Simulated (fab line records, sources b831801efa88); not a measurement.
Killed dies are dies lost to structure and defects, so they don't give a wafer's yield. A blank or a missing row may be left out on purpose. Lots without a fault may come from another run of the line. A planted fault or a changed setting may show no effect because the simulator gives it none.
A struck lot beside a sound one | flow sky130 | 26 steps out of a route of 708
Sound: wafers L512.1, L512.3, L512.6. Struck: wafers L510.1, L510.3, L510.6. The cause comes at the end.
At each step with rows: each side's tool, then ch and its chambers, then its first start. Under that, the readings that differ: sound wafers | struck wafers | difference of the means | sigmas: that difference in standard deviations of wafers without a fault.
alike: readings whose means differ by less than 2 such deviations, and words and numbers that are the same on both sides. not compared: withheld readings, readings that some wafer has no value for, bounds like >300 that may hide the same value, and numbers for which the record gives no deviation and whose values overlap.
The two part at a step that has a row with sigmas, a row that says differs or no value, or rows on one side only. Numbers that don't overlap but have no deviation are shown without sigmas and don't part them. A reading that every wafer of one side lacks parts them only if that side has two wafers or more.

first, 1 step without rows for these wafers: SKY_VT_ADJUST_HVTP_IMPLANT_09.
SKY_VT_ADJUST_HVTP_STRIP_10: strips in O2/N2.
  sound on plasma_asher-01 ch 1, day 11 19:03; struck on plasma_asher-01 ch 0, day 10 12:15
  alike: chamber_pressure_mTorr, drypump_motor_current_A, oes_product_au, strip_time_to_endpoint_s
  not compared: rf_hours_counter_h
SKY_VT_ADJUST_HVTP_TW_MEAS_11:
  sound on film_metro-01, day 11 19:09; struck on film_metro-02, day 10 12:22
  alike: VT_ADJUST_HVTP_TW
then, 7 steps without rows for these wafers: SKY_VT_ADJUST_LVTN_DEHYDRATE_00 (time 60 s); SKY_VT_ADJUST_LVTN_HMDS_01 (prime time 60 s); SKY_VT_ADJUST_LVTN_COAT_02 (resist thk 3000 nm); SKY_VT_ADJUST_LVTN_SOFTBAKE_03; SKY_VT_ADJUST_LVTN_EXPOSE_04 (exposes mask NWM COMPLEMENT LESS NATIVE, target cd 840 nm); SKY_VT_ADJUST_LVTN_PEB_05; SKY_VT_ADJUST_LVTN_DEVELOP_06 (develop time 60 s).
SKY_VT_ADJUST_LVTN_OVL_MEAS_07:
  sound on overlay-02, day 12 19:47; struck on overlay-02, day 11 10:35
  alike: VT_ADJUST_LVTN_OVL
then, 1 step without rows for these wafers: SKY_VT_ADJUST_LVTN_IMPLANT_08.
SKY_VT_ADJUST_LVTN_STRIP_09: strips in O2/N2.
  sound on plasma_asher-01 ch 0,1, day 12 19:59; struck on plasma_asher-03 ch 0,1, day 11 10:46
  no value came back on the struck wafers for chamber_pressure_mTorr (mTorr), drypump_motor_current_A (A), oes_product_au (a.u.), strip_time_to_endpoint_s (s); on the sound wafers chamber_pressure_mTorr (mTorr) reads 1498.2 1500.2 1497.2
  reading                                          | sound | struck         | difference | sigmas
  model.coat_of_VT_ADJUST_LVTN_COAT_02.thk_nm (nm) | 0 0 0 | 2991 2997 3007 | +2998      |
  not compared: rf_hours_counter_h
SKY_VT_ADJUST_LVTN_TW_MEAS_10:
  sound on film_metro-01, day 12 20:05; struck on film_metro-02, day 11 10:52
  reading           | sound             | struck            | difference | sigmas
  VT_ADJUST_LVTN_TW | 244.9 244.9 244.8 | 240.7 241.8 240.4 | -3.9       | -2
then, 7 steps without rows for these wafers: SKY_VT_ADJUST_LVTN_DEHYDRATE_11 (time 60 s); SKY_VT_ADJUST_LVTN_HMDS_12 (prime time 60 s); SKY_VT_ADJUST_LVTN_COAT_13 (resist thk 1140 nm); SKY_VT_ADJUST_LVTN_SOFTBAKE_14 (time 60 s); SKY_VT_ADJUST_LVTN_EXPOSE_15 (exposes mask HVN STD DERIVED, target cd 600 nm); SKY_VT_ADJUST_LVTN_PEB_16; SKY_VT_ADJUST_LVTN_DEVELOP_17 (develop time 60 s).
SKY_VT_ADJUST_LVTN_OVL_MEAS_18:
  sound on overlay-01, day 13 21:35; struck on overlay-02, day 12 10:26
  alike: VT_ADJUST_LVTN_01_OVL
then, 1 step without rows for these wafers: SKY_VT_ADJUST_LVTN_IMPLANT_19.
SKY_VT_ADJUST_LVTN_STRIP_20: strips in O2/N2.
  sound on plasma_asher-03 ch 0,1, day 13 21:46; struck on plasma_asher-03 ch 0,1, day 12 10:38
  reading                      | sound             | struck            | difference | sigmas
  oes_product_au (a.u.)        | 0.712 0.724 0.718 | 0.728 0.724 0.730 | +0.009     | +2
  strip_time_to_endpoint_s (s) | 14.10 14.14 14.10 | 58.61 58.70 58.85 | +44.61     | +99 or more
  alike: chamber_pressure_mTorr, drypump_motor_current_A
  not compared: rf_hours_counter_h
SKY_VT_ADJUST_LVTN_TW_MEAS_21:
  sound on film_metro-02, day 13 21:52; struck on film_metro-02, day 12 10:44
  reading             | sound             | struck         | difference | sigmas
  VT_ADJUST_LVTN_2_TW | 187.2 188.8 187.3 | 29.9 29.9 29.9 | -157.9     | -99 or more
then, 1 step without rows for these wafers: SKY_VT_ADJUST_NCORE_DEHYDRATE_00 (time 60 s).

WHERE THEY PART
First at SKY_VT_ADJUST_LVTN_STRIP_09; last, within this record, at SKY_VT_ADJUST_LVTN_TW_MEAS_21.

WHY: what the simulator had put in
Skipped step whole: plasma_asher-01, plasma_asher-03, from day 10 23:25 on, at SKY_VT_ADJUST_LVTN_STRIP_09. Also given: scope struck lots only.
